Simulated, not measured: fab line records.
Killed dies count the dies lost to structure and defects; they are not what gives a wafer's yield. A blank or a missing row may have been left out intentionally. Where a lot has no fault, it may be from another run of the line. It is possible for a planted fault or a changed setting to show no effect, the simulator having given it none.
fab line records / flow sky130
record lots=5 wafers=15 last_day=50
route steps=708 shown LDD_N@247 LDD_P@255 PAD_OPEN@708
lots with no fault: from the same line, run without faults
start_h: hours from the record's first day to the start of the lot's first wafer shown / wait_h: time in hours since the lot's previous step / " as in the row above / L1.1+2: a single row standing in for several wafers / - no value, or no start was given / * or withheld: withheld / < > ~ a bound
route shown NAME@n: NAME is a module with steps in the file, n the number in the route of the first one / usual: mean/standard deviation of fault-free wafers / same: alike in all rows / chamber/n: place in a boat / sites: the reading at each site / _std_site: the standard deviation of these / _edge_site: the outer-site mean with the inner-site mean subtracted / radius_mm: how far each site lies from the wafer's centre / mask NAME#n: copy n / behind: tool/chamber where the wafer was last shaped / hold: the reason the lot was held/the length of the hold in hours/how it ended / device: whichever transistor did not switch (one of n, p or np) / end of line: the tests these same wafers got at the end of their route / for a step that has no rows: nothing shown but its recipe / killed: the dies lost at the first sort to structure and to defects; this is not the yield of the wafer / map: dies across one wafer; x = killed, . = not, _ = none there
set.NAME: the run value of the setting; set.NAME@STEP: its run value at that earlier step / model.NAME: the simulator's own value behind a step, which no gauge read
lots seen at some steps along the route; tables by step, rows by wafer
services: a tool's chamber out of use, with start hour (start_h, from the record's first day; less than 0 if before it), hours out, and reason
## steps
# step SKY_LDD_N_IMPLANT_10
# recipe species=As energy_kev=20 dose_cm2=7.5e+13 tilt_deg=withheld rotation_deg=203
# step SKY_LDD_N_IMPLANT_11
# recipe species=As energy_kev=20 dose_cm2=7.5e+13 tilt_deg=withheld rotation_deg=293
# step SKY_LDD_N_IMPLANT_12
# recipe species=BF2 energy_kev=50 dose_cm2=5e+12 tilt_deg=30 rotation_deg=0
# step SKY_LDD_N_IMPLANT_13
# recipe species=BF2 energy_kev=50 dose_cm2=5e+12 tilt_deg=30 rotation_deg=90
# step SKY_LDD_N_IMPLANT_14
# recipe species=BF2 energy_kev=50 dose_cm2=5e+12 tilt_deg=30 rotation_deg=180
# step SKY_LDD_N_IMPLANT_15
# recipe species=BF2 energy_kev=50 dose_cm2=5e+12 tilt_deg=30 rotation_deg=270
# step SKY_LDD_N_STRIP_16
# recipe chemistry=O2/N2 power_w=1400 pressure_mtorr=1500 platen_temp_c=withheld o2_flow_sccm=3000 n2_flow_sccm=300 overash_fraction=0.5
# usual drypump_motor_current_A=5.7/0.54 oes_product_au=0.407/0.0048 strip_time_to_endpoint_s=4.312/0.012
lot.wafer=L363.1 tool=plasma_asher-03 chamber=0 start_h=397.67 wait_h=0.1 drypump_motor_current_A=5.8 oes_product_au=0.411 rf_hours_counter_h=70 strip_time_to_endpoint_s=4.308
lot.wafer=L363.3 tool=plasma_asher-03 chamber=1 start_h=397.67 wait_h=0.1 drypump_motor_current_A=6.2 oes_product_au=0.414 rf_hours_counter_h=- strip_time_to_endpoint_s=4.308
lot.wafer=L363.6 tool=plasma_asher-03 chamber=0 start_h=397.67 wait_h=0.1 drypump_motor_current_A=5.8 oes_product_au=0.411 rf_hours_counter_h=- strip_time_to_endpoint_s=4.310
lot.wafer=L370.1 tool=plasma_asher-02 chamber=1 start_h=494.98 wait_h=0.1 drypump_motor_current_A=4.8 oes_product_au=0.406 rf_hours_counter_h=68 strip_time_to_endpoint_s=4.313
lot.wafer=L370.3 tool=plasma_asher-02 chamber=1 start_h=494.98 wait_h=0.1 drypump_motor_current_A=4.8 oes_product_au=0.415 rf_hours_counter_h=- strip_time_to_endpoint_s=4.334
lot.wafer=L370.4 tool=plasma_asher-02 chamber=0 start_h=494.98 wait_h=0.1 drypump_motor_current_A=6.1 oes_product_au=0.403 rf_hours_counter_h=- strip_time_to_endpoint_s=4.314
lot.wafer=L371.3 tool=plasma_asher-02 chamber=1 start_h=497.42 wait_h=0.1 drypump_motor_current_A=4.8 oes_product_au=0.416 rf_hours_counter_h=- strip_time_to_endpoint_s=4.320
lot.wafer=L371.4 tool=plasma_asher-02 chamber=0 start_h=497.42 wait_h=0.1 drypump_motor_current_A=6.1 oes_product_au=0.404 rf_hours_counter_h=- strip_time_to_endpoint_s=4.288
lot.wafer=L371.6 tool=plasma_asher-02 chamber=1 start_h=497.42 wait_h=0.1 drypump_motor_current_A=4.8 oes_product_au=0.401 rf_hours_counter_h=- strip_time_to_endpoint_s=4.309
lot.wafer=L377.2 tool=plasma_asher-02 chamber=1 start_h=559.83 wait_h=0.1 drypump_motor_current_A=4.8 oes_product_au=0.403 rf_hours_counter_h=74 strip_time_to_endpoint_s=4.312
lot.wafer=L377.3 tool=plasma_asher-02 chamber=0 start_h=559.83 wait_h=0.1 drypump_motor_current_A=6.1 oes_product_au=0.408 rf_hours_counter_h=- strip_time_to_endpoint_s=4.301
lot.wafer=L377.4 tool=plasma_asher-02 chamber=1 start_h=559.83 wait_h=0.1 drypump_motor_current_A=4.8 oes_product_au=0.406 rf_hours_counter_h=- strip_time_to_endpoint_s=4.314
lot.wafer=L385.2 tool=plasma_asher-02 chamber=0 start_h=600.52 wait_h=0.1 drypump_motor_current_A=6.1 oes_product_au=0.399 rf_hours_counter_h=79 strip_time_to_endpoint_s=4.310
lot.wafer=L385.4 tool=plasma_asher-02 chamber=0 start_h=600.52 wait_h=0.1 drypump_motor_current_A=6.1 oes_product_au=0.408 rf_hours_counter_h=- strip_time_to_endpoint_s=4.339
lot.wafer=L385.5 tool=plasma_asher-02 chamber=1 start_h=600.52 wait_h=0.1 drypump_motor_current_A=4.8 oes_product_au=0.415 rf_hours_counter_h=- strip_time_to_endpoint_s=4.323
# step SKY_LDD_N_TW_MEAS_17
# usual LDD_N_TW=2592/11
lot.wafer=L363.1 tool=film_metro-03 chamber=- start_h=397.77 wait_h=0.1 LDD_N_TW=2610
lot.wafer=L363.3 tool=film_metro-03 chamber=- start_h=397.77 wait_h=0.1 LDD_N_TW=2615
lot.wafer=L363.6 tool=film_metro-03 chamber=- start_h=397.77 wait_h=0.1 LDD_N_TW=2621
lot.wafer=L370.1 tool=film_metro-04 chamber=- start_h=495.08 wait_h=0.1 LDD_N_TW=2609
lot.wafer=L370.3 tool=film_metro-04 chamber=- start_h=495.08 wait_h=0.1 LDD_N_TW=2606
lot.wafer=L370.4 tool=film_metro-04 chamber=- start_h=495.08 wait_h=0.1 LDD_N_TW=2597
lot.wafer=L371.3 tool=film_metro-02 chamber=- start_h=497.51 wait_h=0.1 LDD_N_TW=2591
lot.wafer=L371.4 tool=film_metro-02 chamber=- start_h=497.51 wait_h=0.1 LDD_N_TW=2592
lot.wafer=L371.6 tool=film_metro-02 chamber=- start_h=497.51 wait_h=0.1 LDD_N_TW=2584
lot.wafer=L377.2 tool=film_metro-02 chamber=- start_h=559.94 wait_h=0.1 LDD_N_TW=2587
lot.wafer=L377.3 tool=film_metro-02 chamber=- start_h=559.94 wait_h=0.1 LDD_N_TW=2592
lot.wafer=L377.4 tool=film_metro-02 chamber=- start_h=559.94 wait_h=0.1 LDD_N_TW=2578
lot.wafer=L385.2 tool=film_metro-03 chamber=- start_h=600.63 wait_h=0.1 LDD_N_TW=2592
lot.wafer=L385.4 tool=film_metro-03 chamber=- start_h=600.63 wait_h=0.1 LDD_N_TW=2589
lot.wafer=L385.5 tool=film_metro-03 chamber=- start_h=600.63 wait_h=0.1 LDD_N_TW=2601
# step SKY_LDD_P_DEHYDRATE_00
# recipe temp_c=200 time_s=60
# step SKY_LDD_P_HMDS_01
# recipe prime_time_s=60 prime_temp_c=120
# step SKY_LDD_P_COAT_02
# recipe resist=NOVOLAK spin_rpm=3000 resist_thk_nm=1140
# step SKY_LDD_P_SOFTBAKE_03
# recipe temp_c=90 time_s=60 resist=NOVOLAK
# step SKY_LDD_P_EXPOSE_04
# recipe mask_id=PSDM na=0.6 source_shape=conventional sigma_outer=0.6 polarization=unpolarized target_cd_nm=380 dose_mj=138
lot.wafer=L363.1+3+6 tool=iline_stepper-02 chamber=0 start_h=412.21 wait_h=- mask=PSDM#0
lot.wafer=L370.1+3+4 tool=iline_stepper-02 chamber=0 start_h=509.74 wait_h=- mask=PSDM#0
lot.wafer=L371.3+4+6 tool=iline_stepper-01 chamber=0 start_h=512.40 wait_h=- mask=PSDM#0
lot.wafer=L377.2+3+4 tool=iline_stepper-02 chamber=0 start_h=575.28 wait_h=- mask=HVNTM#0
lot.wafer=L385.2+4+5 tool=iline_stepper-02 chamber=0 start_h=615.09 wait_h=- mask=PSDM#0
# step SKY_LDD_P_PEB_05
# recipe temp_c=withheld time_s=* resist=NOVOLAK
# step SKY_LDD_P_DEVELOP_06
# recipe resist=NOVOLAK developer=TMAH develop_time_s=60 dev_temp_c=23
# step SKY_LDD_P_CD_MEAS_07
# recipe target_cd_nm=380
# usual cd_nm=381.0/2.3
lot.wafer=L363.1 tool=cd_sem-01 chamber=- start_h=426.94 wait_h=0.1 cd_nm=375.0
lot.wafer=L363.3 tool=cd_sem-01 chamber=- start_h=426.94 wait_h=0.1 cd_nm=376.5
lot.wafer=L363.6 tool=cd_sem-01 chamber=- start_h=426.94 wait_h=0.1 cd_nm=374.2
lot.wafer=L370.1 tool=cd_sem-01 chamber=- start_h=525.08 wait_h=0.1 cd_nm=377.3
lot.wafer=L370.3 tool=cd_sem-01 chamber=- start_h=525.08 wait_h=0.1 cd_nm=378.8
lot.wafer=L370.4 tool=cd_sem-01 chamber=- start_h=525.08 wait_h=0.1 cd_nm=378.0
lot.wafer=L371.3 tool=cd_sem-02 chamber=- start_h=526.98 wait_h=0.1 cd_nm=382.9
lot.wafer=L371.4 tool=cd_sem-02 chamber=- start_h=526.98 wait_h=0.1 cd_nm=383.2
lot.wafer=L371.6 tool=cd_sem-02 chamber=- start_h=526.98 wait_h=0.1 cd_nm=383.7
lot.wafer=L377.2 tool=cd_sem-02 chamber=- start_h=589.10 wait_h=0.1 cd_nm=-
lot.wafer=L377.3 tool=cd_sem-02 chamber=- start_h=589.10 wait_h=0.1 cd_nm=-
lot.wafer=L377.4 tool=cd_sem-02 chamber=- start_h=589.10 wait_h=0.1 cd_nm=-
lot.wafer=L385.2 tool=cd_sem-01 chamber=- start_h=629.11 wait_h=0.1 cd_nm=380.9
lot.wafer=L385.4 tool=cd_sem-01 chamber=- start_h=629.11 wait_h=0.1 cd_nm=380.0
lot.wafer=L385.5 tool=cd_sem-01 chamber=- start_h=629.11 wait_h=0.1 cd_nm=380.2
# step SKY_LDD_P_OVL_MEAS_08
# usual LDD_P_OVL=-0.2/1.3
lot.wafer=L363.1 tool=overlay-01 chamber=- start_h=427.06 wait_h=0.1 LDD_P_OVL[nm]=0.4
lot.wafer=L363.3 tool=overlay-01 chamber=- start_h=427.06 wait_h=0.1 LDD_P_OVL[nm]=0.0
lot.wafer=L363.6 tool=overlay-01 chamber=- start_h=427.06 wait_h=0.1 LDD_P_OVL[nm]=-0.9
lot.wafer=L370.1 tool=overlay-01 chamber=- start_h=525.20 wait_h=0.1 LDD_P_OVL[nm]=1.5
lot.wafer=L370.3 tool=overlay-01 chamber=- start_h=525.20 wait_h=0.1 LDD_P_OVL[nm]=1.2
lot.wafer=L370.4 tool=overlay-01 chamber=- start_h=525.20 wait_h=0.1 LDD_P_OVL[nm]=-0.1
lot.wafer=L371.3 tool=overlay-01 chamber=- start_h=527.08 wait_h=0.1 LDD_P_OVL[nm]=1.3
lot.wafer=L371.4 tool=overlay-01 chamber=- start_h=527.08 wait_h=0.1 LDD_P_OVL[nm]=-1.2
lot.wafer=L371.6 tool=overlay-01 chamber=- start_h=527.08 wait_h=0.1 LDD_P_OVL[nm]=0.1
lot.wafer=L377.2 tool=overlay-02 chamber=- start_h=589.21 wait_h=0.1 LDD_P_OVL[nm]=-
lot.wafer=L377.3 tool=overlay-02 chamber=- start_h=589.21 wait_h=0.1 LDD_P_OVL[nm]=-
lot.wafer=L377.4 tool=overlay-02 chamber=- start_h=589.21 wait_h=0.1 LDD_P_OVL[nm]=-
lot.wafer=L385.2 tool=overlay-01 chamber=- start_h=629.22 wait_h=0.1 LDD_P_OVL[nm]=0.5
lot.wafer=L385.4 tool=overlay-01 chamber=- start_h=629.22 wait_h=0.1 LDD_P_OVL[nm]=-0.7
lot.wafer=L385.5 tool=overlay-01 chamber=- start_h=629.22 wait_h=0.1 LDD_P_OVL[nm]=-3.0
# step SKY_LDD_P_IMPLANT_09
# recipe species=BF2 energy_kev=25 dose_cm2=1e+13 tilt_deg=withheld
# step SKY_LDD_P_STRIP_10
# recipe chemistry=O2/N2 power_w=1400 pressure_mtorr=1500 platen_temp_c=withheld o2_flow_sccm=3000 n2_flow_sccm=300 overash_fraction=0.5
# usual drypump_motor_current_A=5.5/0.44 oes_product_au=0.716/0.0045 strip_time_to_endpoint_s=14.15/0.045
lot.wafer=L363.1 tool=plasma_asher-02 chamber=0 start_h=427.25 wait_h=0.1 drypump_motor_current_A=6.1 oes_product_au=0.711 rf_hours_counter_h=61 strip_time_to_endpoint_s=14.26
lot.wafer=L363.3 tool=plasma_asher-02 chamber=0 start_h=427.25 wait_h=0.1 drypump_motor_current_A=6.1 oes_product_au=0.725 rf_hours_counter_h=- strip_time_to_endpoint_s=14.25
lot.wafer=L363.6 tool=plasma_asher-02 chamber=0 start_h=427.25 wait_h=0.1 drypump_motor_current_A=6.1 oes_product_au=0.717 rf_hours_counter_h=- strip_time_to_endpoint_s=14.29
lot.wafer=L370.1 tool=plasma_asher-01 chamber=1 start_h=525.39 wait_h=0.1 drypump_motor_current_A=5.5 oes_product_au=0.716 rf_hours_counter_h=84 strip_time_to_endpoint_s=14.18
lot.wafer=L370.3 tool=plasma_asher-01 chamber=1 start_h=525.39 wait_h=0.1 drypump_motor_current_A=5.5 oes_product_au=0.722 rf_hours_counter_h=- strip_time_to_endpoint_s=14.15
lot.wafer=L370.4 tool=plasma_asher-01 chamber=0 start_h=525.39 wait_h=0.1 drypump_motor_current_A=5.3 oes_product_au=0.710 rf_hours_counter_h=- strip_time_to_endpoint_s=14.15
lot.wafer=L371.3 tool=plasma_asher-04 chamber=0 start_h=527.28 wait_h=0.1 drypump_motor_current_A=5.9 oes_product_au=0.713 rf_hours_counter_h=- strip_time_to_endpoint_s=14.16
lot.wafer=L371.4 tool=plasma_asher-04 chamber=1 start_h=527.28 wait_h=0.1 drypump_motor_current_A=5.7 oes_product_au=0.716 rf_hours_counter_h=- strip_time_to_endpoint_s=14.15
lot.wafer=L371.6 tool=plasma_asher-04 chamber=1 start_h=527.28 wait_h=0.1 drypump_motor_current_A=5.7 oes_product_au=0.721 rf_hours_counter_h=- strip_time_to_endpoint_s=14.14
lot.wafer=L377.2 tool=plasma_asher-01 chamber=0 start_h=589.39 wait_h=0.1 drypump_motor_current_A=5.3 oes_product_au=0.723 rf_hours_counter_h=90 strip_time_to_endpoint_s=14.14
lot.wafer=L377.3 tool=plasma_asher-01 chamber=1 start_h=589.39 wait_h=0.1 drypump_motor_current_A=5.5 oes_product_au=0.721 rf_hours_counter_h=- strip_time_to_endpoint_s=14.15
lot.wafer=L377.4 tool=plasma_asher-01 chamber=0 start_h=589.39 wait_h=0.1 drypump_motor_current_A=5.3 oes_product_au=0.722 rf_hours_counter_h=- strip_time_to_endpoint_s=14.15
lot.wafer=L385.2 tool=plasma_asher-01 chamber=0 start_h=629.40 wait_h=0.1 drypump_motor_current_A=5.3 oes_product_au=0.718 rf_hours_counter_h=95 strip_time_to_endpoint_s=14.11
lot.wafer=L385.4 tool=plasma_asher-01 chamber=0 start_h=629.40 wait_h=0.1 drypump_motor_current_A=5.2 oes_product_au=0.718 rf_hours_counter_h=- strip_time_to_endpoint_s=14.11
lot.wafer=L385.5 tool=plasma_asher-01 chamber=0 start_h=629.40 wait_h=0.1 drypump_motor_current_A=5.3 oes_product_au=0.713 rf_hours_counter_h=- strip_time_to_endpoint_s=14.12
# step SKY_LDD_P_TW_MEAS_11
# usual LDD_P_TW=636/3.7
lot.wafer=L363.1 tool=film_metro-01 chamber=- start_h=427.35 wait_h=0.1 hold=- LDD_P_TW=635
lot.wafer=L363.3 tool=film_metro-01 chamber=- start_h=427.35 wait_h=0.1 hold=- LDD_P_TW=634
lot.wafer=L363.6 tool=film_metro-01 chamber=- start_h=427.35 wait_h=0.1 hold=- LDD_P_TW=634
lot.wafer=L370.1 tool=film_metro-04 chamber=- start_h=525.49 wait_h=0.1 hold=- LDD_P_TW=639
lot.wafer=L370.3 tool=film_metro-04 chamber=- start_h=525.49 wait_h=0.1 hold=- LDD_P_TW=638
lot.wafer=L370.4 tool=film_metro-04 chamber=- start_h=525.49 wait_h=0.1 hold=- LDD_P_TW=637
lot.wafer=L371.3 tool=film_metro-04 chamber=- start_h=527.37 wait_h=0.1 hold=- LDD_P_TW=638
lot.wafer=L371.4 tool=film_metro-04 chamber=- start_h=527.37 wait_h=0.1 hold=- LDD_P_TW=639
lot.wafer=L371.6 tool=film_metro-04 chamber=- start_h=527.37 wait_h=0.1 hold=- LDD_P_TW=638
lot.wafer=L377.2 tool=film_metro-01 chamber=- start_h=589.50 wait_h=0.1 hold=await_dispo/0.2h/release LDD_P_TW=30
lot.wafer=L377.3 tool=film_metro-01 chamber=- start_h=589.50 wait_h=0.1 hold=await_dispo/0.2h/release LDD_P_TW=30
lot.wafer=L377.4 tool=film_metro-01 chamber=- start_h=589.50 wait_h=0.1 hold=await_dispo/0.2h/release LDD_P_TW=30
lot.wafer=L377.2 tool=film_metro-01 chamber=- start_h=589.77 wait_h=0.3 hold=- LDD_P_TW=30
lot.wafer=L377.3 tool=film_metro-01 chamber=- start_h=589.77 wait_h=0.3 hold=- LDD_P_TW=30
lot.wafer=L377.4 tool=film_metro-01 chamber=- start_h=589.77 wait_h=0.3 hold=- LDD_P_TW=30
lot.wafer=L385.2 tool=film_metro-01 chamber=- start_h=629.51 wait_h=0.1 hold=- LDD_P_TW=635
lot.wafer=L385.4 tool=film_metro-01 chamber=- start_h=629.51 wait_h=0.1 hold=- LDD_P_TW=631
lot.wafer=L385.5 tool=film_metro-01 chamber=- start_h=629.51 wait_h=0.1 hold=- LDD_P_TW=633
# step SKY_PAD_OPEN_PROBE_99
# usual defect_limited_yield=82.5/1.9 killed_at_M0_to_M3=42/6.4 killed_at_M4_up=2.9/1.7 killed_at_contacts=25/5.2 killed_at_front_end=16/4.4 killed_at_other=0.4/0.65 killed_dies=86/9.2 killed_open=47/6.6 killed_short=39/5.8 sort_bin_3_pad_short=0.9/0.42 sort_bin_5_function=10.4/1.5 sort_bin_6_memory=6.3/1 sort_n_pass=406/9.2 sort_yield_pct=82.5/1.9
# same gross_dies=492 killed_at_back_side=0 sort_bin_4_leakage[%]=0 sort_bin_8_speed[%]=0
lot.wafer=L363.1 tool=prober-01 chamber=- start_h=1064.21 wait_h=0.1 defect_limited_yield[%]=83.3 killed_at_M0_to_M3=44 killed_at_M4_up=2 killed_at_contacts=24 killed_at_front_end=12 killed_at_other=0 killed_dies=82 killed_open=39 killed_short=43 sort_bin_3_pad_short[%]=0.4 sort_bin_5_function[%]=10.4 sort_bin_6_memory[%]=5.9 sort_n_pass=410 sort_yield_pct[%]=83.3
lot.wafer=L363.3 tool=prober-01 chamber=- start_h=1064.31 wait_h=0.2 defect_limited_yield[%]=80.7 killed_at_M0_to_M3=55 killed_at_M4_up=3 killed_at_contacts=22 killed_at_front_end=14 killed_at_other=1 killed_dies=95 killed_open=53 killed_short=41 sort_bin_3_pad_short[%]=0.4 sort_bin_5_function[%]=11.0 sort_bin_6_memory[%]=7.9 sort_n_pass=397 sort_yield_pct[%]=80.7
lot.wafer=L363.6 tool=prober-01 chamber=- start_h=1064.46 wait_h=0.2 defect_limited_yield[%]=86.2 killed_at_M0_to_M3=34 killed_at_M4_up=1 killed_at_contacts=21 killed_at_front_end=12 killed_at_other=0 killed_dies=68 killed_open=39 killed_short=29 sort_bin_3_pad_short[%]=0.8 sort_bin_5_function[%]=8.3 sort_bin_6_memory[%]=4.7 sort_n_pass=424 sort_yield_pct[%]=86.2
lot.wafer=L370.1 tool=prober-02 chamber=- start_h=1136.96 wait_h=0.1 defect_limited_yield[%]=81.5 killed_at_M0_to_M3=35 killed_at_M4_up=4 killed_at_contacts=31 killed_at_front_end=21 killed_at_other=0 killed_dies=91 killed_open=58 killed_short=32 sort_bin_3_pad_short[%]=0.6 sort_bin_5_function[%]=11.0 sort_bin_6_memory[%]=6.9 sort_n_pass=401 sort_yield_pct[%]=81.5
lot.wafer=L370.3 tool=prober-02 chamber=- start_h=1137.06 wait_h=0.2 defect_limited_yield[%]=80.5 killed_at_M0_to_M3=41 killed_at_M4_up=4 killed_at_contacts=29 killed_at_front_end=22 killed_at_other=0 killed_dies=96 killed_open=49 killed_short=46 sort_bin_3_pad_short[%]=1.0 sort_bin_5_function[%]=11.6 sort_bin_6_memory[%]=6.9 sort_n_pass=396 sort_yield_pct[%]=80.5
lot.wafer=L370.4 tool=prober-02 chamber=- start_h=1137.11 wait_h=0.2 defect_limited_yield[%]=84.6 killed_at_M0_to_M3=31 killed_at_M4_up=1 killed_at_contacts=25 killed_at_front_end=18 killed_at_other=1 killed_dies=76 killed_open=36 killed_short=38 sort_bin_3_pad_short[%]=0.8 sort_bin_5_function[%]=9.3 sort_bin_6_memory[%]=5.3 sort_n_pass=416 sort_yield_pct[%]=84.6
lot.wafer=L371.3 tool=prober-02 chamber=- start_h=1141.14 wait_h=0.2 defect_limited_yield[%]=83.7 killed_at_M0_to_M3=43 killed_at_M4_up=1 killed_at_contacts=22 killed_at_front_end=14 killed_at_other=0 killed_dies=80 killed_open=43 killed_short=37 sort_bin_3_pad_short[%]=0.8 sort_bin_5_function[%]=11.0 sort_bin_6_memory[%]=4.5 sort_n_pass=412 sort_yield_pct[%]=83.7
lot.wafer=L371.4 tool=prober-02 chamber=- start_h=1141.19 wait_h=0.2 defect_limited_yield[%]=86.4 killed_at_M0_to_M3=34 killed_at_M4_up=6 killed_at_contacts=19 killed_at_front_end=8 killed_at_other=0 killed_dies=67 killed_open=33 killed_short=34 sort_bin_3_pad_short[%]=1.0 sort_bin_5_function[%]=7.7 sort_bin_6_memory[%]=4.9 sort_n_pass=425 sort_yield_pct[%]=86.4
lot.wafer=L371.6 tool=prober-02 chamber=- start_h=1141.29 wait_h=0.2 defect_limited_yield[%]=83.9 killed_at_M0_to_M3=38 killed_at_M4_up=3 killed_at_contacts=20 killed_at_front_end=17 killed_at_other=1 killed_dies=79 killed_open=40 killed_short=38 sort_bin_3_pad_short[%]=0.8 sort_bin_5_function[%]=11.6 sort_bin_6_memory[%]=3.7 sort_n_pass=413 sort_yield_pct[%]=83.9
lot.wafer=L385.2 tool=prober-02 chamber=- start_h=1202.06 wait_h=0.1 defect_limited_yield[%]=82.1 killed_at_M0_to_M3=46 killed_at_M4_up=4 killed_at_contacts=21 killed_at_front_end=17 killed_at_other=0 killed_dies=88 killed_open=43 killed_short=45 sort_bin_3_pad_short[%]=1.0 sort_bin_5_function[%]=10.4 sort_bin_6_memory[%]=6.5 sort_n_pass=404 sort_yield_pct[%]=82.1
lot.wafer=L385.4 tool=prober-02 chamber=- start_h=1202.16 wait_h=0.2 defect_limited_yield[%]=79.3 killed_at_M0_to_M3=53 killed_at_M4_up=6 killed_at_contacts=32 killed_at_front_end=11 killed_at_other=0 killed_dies=102 killed_open=59 killed_short=43 sort_bin_3_pad_short[%]=0.6 sort_bin_5_function[%]=13.6 sort_bin_6_memory[%]=6.5 sort_n_pass=390 sort_yield_pct[%]=79.3
lot.wafer=L385.5 tool=prober-02 chamber=- start_h=1202.21 wait_h=0.2 defect_limited_yield[%]=80.9 killed_at_M0_to_M3=50 killed_at_M4_up=5 killed_at_contacts=26 killed_at_front_end=13 killed_at_other=0 killed_dies=94 killed_open=51 killed_short=43 sort_bin_3_pad_short[%]=1.4 sort_bin_5_function[%]=12.0 sort_bin_6_memory[%]=5.7 sort_n_pass=398 sort_yield_pct[%]=80.9
# killed by level:class
L363.1 VIA1:geometric_particle:open=12 METAL2:geometric_particle:short=9 CONTACT:geometric_particle:open=8 FIELD_ISO:geometric_particle:short=5 LI_CONTACT:geometric_particle:open=5 LOCAL_INTERCONNECT:geometric_particle:short=5 VIA1:geometric_particle:short=5 VIA3:geometric_particle:short=5
L363.3 CONTACT:geometric_particle:open=12 VIA2:geometric_particle:open=8 METAL1:geometric_particle:short=7 VIA1:geometric_particle:short=7 LI_CONTACT:geometric_particle:open=6 VIA1:geometric_particle:open=6 METAL3:geometric_particle:short=6 METAL2:geometric_particle:short=5
L363.6 CONTACT:geometric_particle:open=12 VIA1:geometric_particle:open=7 VIA2:geometric_particle:open=6 METAL1:geometric_particle:short=5 VIA3:geometric_particle:open=5 FIELD_ISO:geometric_particle:short=3 FIELD_ISO:geometric_particle:open=3 VIA3:geometric_particle:short=3
L370.1 CONTACT:geometric_particle:open=15 VIA1:geometric_particle:open=9 VIA3:geometric_particle:open=8 CONTACT:geometric_particle:short=7 POLY_GATE:geometric_particle:open=5 LI_CONTACT:geometric_particle:open=5 VIA2:geometric_particle:open=5 POLY_CUT:geometric_particle:short=4
L370.3 CONTACT:geometric_particle:open=13 VIA3:geometric_particle:open=8 LI_CONTACT:geometric_particle:open=6 LOCAL_INTERCONNECT:geometric_particle:short=6 METAL2:geometric_particle:short=6 FIELD_ISO:geometric_particle:open=5 POLY_GATE:geometric_particle:short=5 VIA1:geometric_particle:open=5
L370.4 VIA1:geometric_particle:open=8 VIA2:geometric_particle:open=7 CONTACT:geometric_particle:open=7 CONTACT:geometric_particle:short=6 FIELD_ISO:geometric_particle:short=5 LI_CONTACT:geometric_particle:short=5 LOCAL_INTERCONNECT:geometric_particle:short=5 FIELD_ISO:geometric_particle:open=4
L371.3 VIA2:geometric_particle:open=8 VIA3:geometric_particle:open=7 VIA1:geometric_particle:open=7 CONTACT:geometric_particle:open=6 FIELD_ISO:geometric_particle:open=5 LI_CONTACT:geometric_particle:open=5 CONTACT:geometric_particle:short=5 METAL1:geometric_particle:short=5
L371.4 CONTACT:geometric_particle:open=6 METAL3:geometric_particle:short=6 VIA1:geometric_particle:open=5 LI_CONTACT:geometric_particle:open=4 VIA3:geometric_particle:open=4 POLY_GATE:geometric_particle:short=3 LI_CONTACT:geometric_particle:short=3 CONTACT:geometric_particle:short=3
L371.6 VIA3:geometric_particle:open=9 CONTACT:geometric_particle:open=8 METAL1:geometric_particle:short=6 POLY_GATE:geometric_particle:open=5 FIELD_ISO:geometric_particle:short=4 VIA1:geometric_particle:open=4 CONTACT:geometric_particle:short=4 METAL2:geometric_particle:short=4
L385.2 VIA3:geometric_particle:open=9 METAL1:geometric_particle:short=8 CONTACT:geometric_particle:open=8 VIA1:geometric_particle:open=6 VIA1:geometric_particle:short=5 SPACER:geometric_particle:open=4 LI_CONTACT:geometric_particle:short=4 METAL2:geometric_particle:short=4
L385.4 CONTACT:geometric_particle:open=13 METAL1:geometric_particle:short=9 VIA1:geometric_particle:open=9 METAL2:geometric_particle:short=8 LI_CONTACT:geometric_particle:open=7 VIA2:geometric_particle:open=6 VIA3:geometric_particle:open=6 FIELD_ISO:geometric_particle:open=4
L385.5 VIA3:geometric_particle:open=13 VIA1:geometric_particle:open=9 METAL2:geometric_particle:short=9 LI_CONTACT:geometric_particle:open=8 CONTACT:geometric_particle:open=8 LOCAL_INTERCONNECT:geometric_particle:short=5 VIA2:geometric_particle:open=5 POLY_GATE:geometric_particle:short=4
## services
tool=iline_stepper-01 chamber=0 start_h=404.54 hours=- kind=calibration
tool=plasma_asher-03 chamber=- start_h=421.26 hours=9.0 kind=pm
tool=plasma_asher-03 chamber=0 start_h=421.26 hours=9.0 kind=vent_cycle
tool=plasma_asher-03 chamber=1 start_h=421.26 hours=9.0 kind=vent_cycle
tool=plasma_asher-03 chamber=0 start_h=430.26 hours=- kind=clean
tool=plasma_asher-03 chamber=1 start_h=430.26 hours=- kind=clean
tool=plasma_asher-03 chamber=- start_h=458.41 hours=2.8 kind=pm
tool=plasma_asher-02 chamber=- start_h=465.18 hours=2.8 kind=pm
tool=iline_stepper-02 chamber=- start_h=467.90 hours=1.7 kind=pm
tool=plasma_asher-04 chamber=- start_h=469.09 hours=1.9 kind=repair
tool=iline_stepper-01 chamber=- start_h=479.14 hours=6.7 kind=repair
tool=iline_stepper-02 chamber=0 start_h=483.70 hours=- kind=calibration
tool=plasma_asher-02 chamber=- start_h=487.95 hours=0.7 kind=repair
tool=iline_stepper-01 chamber=- start_h=517.06 hours=0.7 kind=repair
tool=iline_stepper-01 chamber=- start_h=542.22 hours=1.7 kind=pm
tool=iline_stepper-02 chamber=- start_h=544.51 hours=13.6 kind=repair
tool=plasma_asher-04 chamber=- start_h=582.39 hours=2.9 kind=repair
tool=iline_stepper-01 chamber=- start_h=621.01 hours=8.9 kind=pm
tool=plasma_asher-04 chamber=- start_h=623.84 hours=4.4 kind=repair
tool=plasma_asher-04 chamber=- start_h=628.22 hours=6.1 kind=pm
tool=iline_stepper-01 chamber=0 start_h=628.31 hours=- kind=calibration
tool=plasma_asher-02 chamber=- start_h=628.43 hours=3.0 kind=repair
## key
first_sign step=SKY_LDD_P_EXPOSE_04 reading=mask direction=changed
effect step=SKY_LDD_P_CD_MEAS_07 reading=cd_nm direction=missing
effect step=SKY_LDD_P_OVL_MEAS_08 reading=LDD_P_OVL direction=missing
effect step=SKY_LDD_P_TW_MEAS_11 reading=visit direction=added
effect step=SKY_LDD_P_TW_MEAS_11 reading=LDD_P_TW direction=down sigmas=99+ usual=636 struck=30
met_at SKY_LDD_P_EXPOSE_04
struck_wafers L377.2,L377.3,L377.4
scrapped_behind SKY_LDD_P_TW_MEAS_11 L377.2,L377.3,L377.4
onset_between 509.74 575.28
fault kind=wrong_mask tool=any chamber=- onset_h=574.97 steps=SKY_LDD_P_EXPOSE_04 aux_copy=HVNTM#0 scope=struck_lots_only
